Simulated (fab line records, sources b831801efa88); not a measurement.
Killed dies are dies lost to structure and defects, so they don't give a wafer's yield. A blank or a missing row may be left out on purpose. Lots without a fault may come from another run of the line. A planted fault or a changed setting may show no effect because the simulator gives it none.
A struck lot beside a sound one | flow sfq_line | 14 steps out of a route of 325
Sound: wafers L921.1, L921.5, L921.6. Struck: wafers L933.3, L933.4, L933.5. The cause comes at the end.
At each step with rows: each side's tool, then ch and its chambers, then its first start. Under that, the readings that differ: sound wafers | struck wafers | difference of the means | sigmas: that difference in standard deviations of wafers without a fault.
alike: readings whose means differ by less than 2 such deviations, and words and numbers that are the same on both sides. not compared: withheld readings, readings that some wafer has no value for, bounds like >300 that may hide the same value, and numbers for which the record gives no deviation and whose values overlap.
The two part at a step that has a row with sigmas, a row that says differs or no value, or rows on one side only. Numbers that don't overlap but have no deviation are shown without sigmas and don't part them. A reading that every wafer of one side lacks parts them only if that side has two wafers or more.

SFQ_M5_OVL_MEAS_932:
  sound on overlay-01, day 51 04:44; struck on overlay-01, day 59 18:30
  alike: M5_OVL
then, 1 step without rows for these wafers: SFQ_TRILAYER_M5_BARC_OPEN_METAL_ETCH_161 (etches BARC in O2, target depth 125 nm, time 41.7 s).
SFQ_TRILAYER_M5_ETCH_METAL_ETCH_126: etches Nb in Cl2/BCl3, stops on SiO2, time 203.2 s, target depth 265 nm.
  sound on rie_metal-01 ch 0,1, day 51 04:50; struck on rie_metal-03 ch 0,1, day 59 18:39
  reading                     | sound       | struck      | difference | sigmas
  drypump_motor_current_A (A) | 6.2 5.9 6.2 | 6.0 5.1 5.1 | -0.7       | -2
  alike: oes_product_au
  not compared: rf_hours_counter_h
SFQ_TRILAYER_M5_STRIP_STRIP_127: strips in O2.
  sound on rie_metal-01 ch 0,1, day 51 05:02; struck on rie_metal-03 ch 0,1, day 59 18:59
  alike: drypump_motor_current_A, oes_product_au
  not compared: rf_hours_counter_h
then, 2 steps without rows for these wafers: SFQ_TRILAYER_M5_STRIP_SOLV_CLEAN_128 (cleans in NMP, time 600 s); SFQ_TRILAYER_A5B_DEP_PECVD_129 (deposits SiO2 from SiH4/N2O, time 133.33 s, target thk 600 nm).
SFQ_TRILAYER_A5B_CMP_CMP_130: polishes, stops on Nb, target thk 340.7 nm.
  sound on cmp-01 ch 0,1,3, day 51 18:47; struck on cmp-01 ch 1,2, day 59 19:49
  alike: edge_zone_pressure_frac, motor_current_A
then, 1 step without rows for these wafers: SFQ_TRILAYER_A5B_METRO_MEASURE_131.
SFQ_TRILAYER_R5_DEP_SPUTTER_132: material Ti, target thk 5 nm, time 5 s.
  sound on pvd_sputter-04, day 51 21:29; struck on pvd_sputter-05, day 60 00:01
  alike: base_pressure_pa, throttle_valve_pct
then, 1 step without rows for these wafers: SFQ_TRILAYER_R5_DEP_SPUTTER_133 (material MoNx, target thk 40 nm, time 66.7 s).
SFQ_TRILAYER_R5_DEP_SPUTTER_134: material Ti, target thk 5 nm, time 5 s.
  sound on pvd_sputter-04, day 51 21:34; struck on pvd_sputter-05, day 60 00:05
  alike: base_pressure_pa, throttle_valve_pct
SFQ_R5_RS_MEAS_933: measures by four-point-probe.
  sound on film_metro-02, day 51 21:35; struck on film_metro-02, day 60 00:09
  alike: R5_MONX_RS
SFQ_R5_THK_MEAS_934: measures by xrf.
  sound on film_metro-02, day 51 21:42; struck on film_metro-02, day 60 00:15
  reading          | sound          | struck         | difference | sigmas
  R5_MONX_THK (nm) | 40.0 40.5 39.9 | 42.1 41.6 42.3 | +1.9       | +3
then, 1 step without rows for these wafers: SFQ_TRILAYER_R5_LITHO_COAT_141 (resist thk 62 nm).

WHERE THEY PART
First at SFQ_TRILAYER_M5_ETCH_METAL_ETCH_126; last, within this record, at SFQ_R5_THK_MEAS_934.

WHY: what the simulator had put in
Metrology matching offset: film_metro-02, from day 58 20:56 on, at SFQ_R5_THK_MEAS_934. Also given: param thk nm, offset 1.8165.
